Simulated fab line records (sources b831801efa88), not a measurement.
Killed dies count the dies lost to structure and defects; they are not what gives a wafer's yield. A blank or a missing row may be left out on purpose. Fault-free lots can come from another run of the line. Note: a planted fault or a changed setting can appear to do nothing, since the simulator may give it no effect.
Comparing a struck lot with a sound one	flow sky130	40 steps out of a route of 708
Sound: wafers L921.1, L921.5, L921.6. The struck wafers were L932.3, L932.5, L932.6. The cause is named last.
Per side, at each step with rows, come the tool, then ch with its chambers, and then its first start. Under that, the readings that differ: sound wafers	struck wafers	difference of the means	sigmas: that difference in standard deviations of wafers without a fault.
alike: a reading whose means differ by less than 2 such deviations, as well as words and numbers matching on both sides. not compared: withheld readings; readings where some wafer has no value; bounds like >300 that might hide an equal value; numbers whose values overlap and for which the record gives no deviation.
The two part at a step that has a row with sigmas, a row that says differs or no value, or rows on one side only. Numbers that have no deviation but don't overlap get no sigmas and don't part them. A reading missing from all wafers of one side parts the sides only when that side holds two or more wafers.

first, 6 steps without rows for these wafers: SKY_METAL5_HMDS_08 (prime time 60 s); SKY_METAL5_COAT_09 (resist thk 1800 nm); SKY_METAL5_SOFTBAKE_10 (time 60 s); SKY_METAL5_EXPOSE_11 (exposes mask MM5, target cd 1600 nm); SKY_METAL5_PEB_12; SKY_METAL5_DEVELOP_13 (develop time 60 s).
SKY_METAL5_DESCUM_14: chemistry O2, time 11 s.
  sound on rieMetal-03 ch 1, day 45 11:23; struck on rieMetal-04 ch 0,1, day 48 08:14
  alike: drypumpMotorCurrentA, oesProductAu
  not compared: rfHoursCounterH
SKY_METAL5_METAL_ETCH_15: etches the open film in Cl2/BCl3, stops on SiO2, target depth 1260 nm, time 252 s.
  sound on rieMetal-03 ch 1, day 45 11:27; struck on rieMetal-04 ch 0,1, day 48 08:20
  alike: drypumpMotorCurrentA, oesProductAu, throttleValvePct
  not compared: rfHoursCounterH
then, 4 steps without rows for these wafers: SKY_METAL5_STRIP_16 (strips in O2/N2); SKY_METAL5_STRIP_17 (strips in post etch residue remover, time 1200 s); SKY_METAL5_CLEAN_18 (cleans in IPA, time 180 s); SKY_METAL5_CLEAN_19 (cleans in O3/DIW).
SKY_PASSIVATION_CVD_00: deposits SiO2, target thk 90 nm.
  sound on pecvd-03 ch 0,1,2, day 45 12:31; struck on pecvd-01 ch 0,1, day 48 09:05
  alike: heaterPowerW, susceptorTempC
SKY_PASSIVATION_THK_MEAS_01:
  sound: filmMetro-02 at day 45 12:32; struck: filmMetro-01 at day 48 09:07
  alike: PASSIVATION_CVD_00_THK
SKY_PASSIVATION_CVD_02: deposits Si3N4, target thk 540 nm.
  sound on pecvd-02 ch 0,1,2, day 45 12:36; struck on pecvd-02 ch 0,1, day 48 09:10
  alike: heaterPowerW, susceptorTempC
SKY_PASSIVATION_THK_MEAS_03:
  sound: filmMetro-01 at day 45 12:49; struck: filmMetro-04 at day 48 09:25
  alike: PASSIVATION_CVD_02_THK
then, 16 steps without rows for these wafers: SKY_PASSIVATION_DEHYDRATE_04 (time 60 s); SKY_PASSIVATION_HMDS_05 (prime time 60 s); SKY_PASSIVATION_COAT_06 (resist thk 3000 nm); SKY_PASSIVATION_SOFTBAKE_07; SKY_PASSIVATION_EXPOSE_08 (exposes mask NSM, target cd 3000 nm); SKY_PASSIVATION_PEB_09; SKY_PASSIVATION_DEVELOP_10 (develop time 60 s); SKY_PASSIVATION_ETCH_11 (etches the open film in CF4/O2, stops on AlCu, target depth 725 nm, time 161.1 s); SKY_PASSIVATION_STRIP_12 (strips in O2/N2); SKY_PAD_OPEN_DEHYDRATE_00 (time 60 s); SKY_PAD_OPEN_HMDS_01 (prime time 60 s); SKY_PAD_OPEN_COAT_02 (resist thk 3037 nm); SKY_PAD_OPEN_SOFTBAKE_03; SKY_PAD_OPEN_EXPOSE_04 (exposes mask PDM, target cd 60000 nm); SKY_PAD_OPEN_PEB_05; SKY_PAD_OPEN_DEVELOP_06 (develop time 60 s).
SKY_PAD_OPEN_ETCH_07: etches the open film in CF4/O2, stops on AlCu, target depth 725 nm, time 161.1 s.
  sound on rieDiel-04 ch 1,2, day 47 06:23; struck on rieDiel-02 ch 1,2,3, day 49 20:47
  alike: drypumpMotorCurrentA, oesProductAu, throttleValvePct
  not compared: rfHoursCounterH
SKY_PAD_OPEN_STRIP_08: strips in O2/N2.
  sound on plasmaAsher-03 ch 0,1, day 47 06:29; struck on plasmaAsher-03 ch 0,1, day 49 20:55
  alike: drypumpMotorCurrentA, oesProductAu, stripTimeToEndpointS
  not compared: rfHoursCounterH
then, 4 steps without rows for these wafers: SKY_PAD_OPEN_STRIP_09 (strips in post etch residue remover, time 1200 s); SKY_PAD_OPEN_CLEAN_10 (cleans in IPA, time 180 s); SKY_PAD_OPEN_CLEAN_11 (cleans in O3/DIW); SKY_PAD_OPEN_ANNEAL_12.
SKY_PAD_OPEN_BOW_MEAS_13:
  sound: filmMetro-01 at day 47 08:35; struck: filmMetro-01 at day 49 23:04
  alike: PAD_OPEN_BOW
SKY_PAD_OPEN_PROBE_99:
  sound: prober-02 at day 47 08:42; struck: prober-01 at day 49 23:14
reading	sound	struck	difference	sigmas
killedAtOther	0 1 0	26 22 29	+25	+37
sort_bin_3_pad_short (%)	0.6 1.2 0.6	1.8 2.4 2.0	+1.3	+3
model.etest.tester.sort_bin_3_pct (%)	0.6098 1.22 0.6098	1.829 2.439 2.033	+1.287	
  alike: defectLimitedYield, killed_at_M0_to_M3, killed_at_M4_up, killedAtContacts, killedAtFrontEnd, killedDies, killedOpen, killedShort, sort_bin_5_function, sort_bin_6_memory, sortNPass, sortYieldPct
  not compared: model.etest.tester.sortNPass, model.etest.tester.sortYieldPct, model.etest.tester.sort_bin_5_pct

WHERE THEY PART
Within this record, at SKY_PAD_OPEN_PROBE_99 only.

WHY: the cause the simulator had injected
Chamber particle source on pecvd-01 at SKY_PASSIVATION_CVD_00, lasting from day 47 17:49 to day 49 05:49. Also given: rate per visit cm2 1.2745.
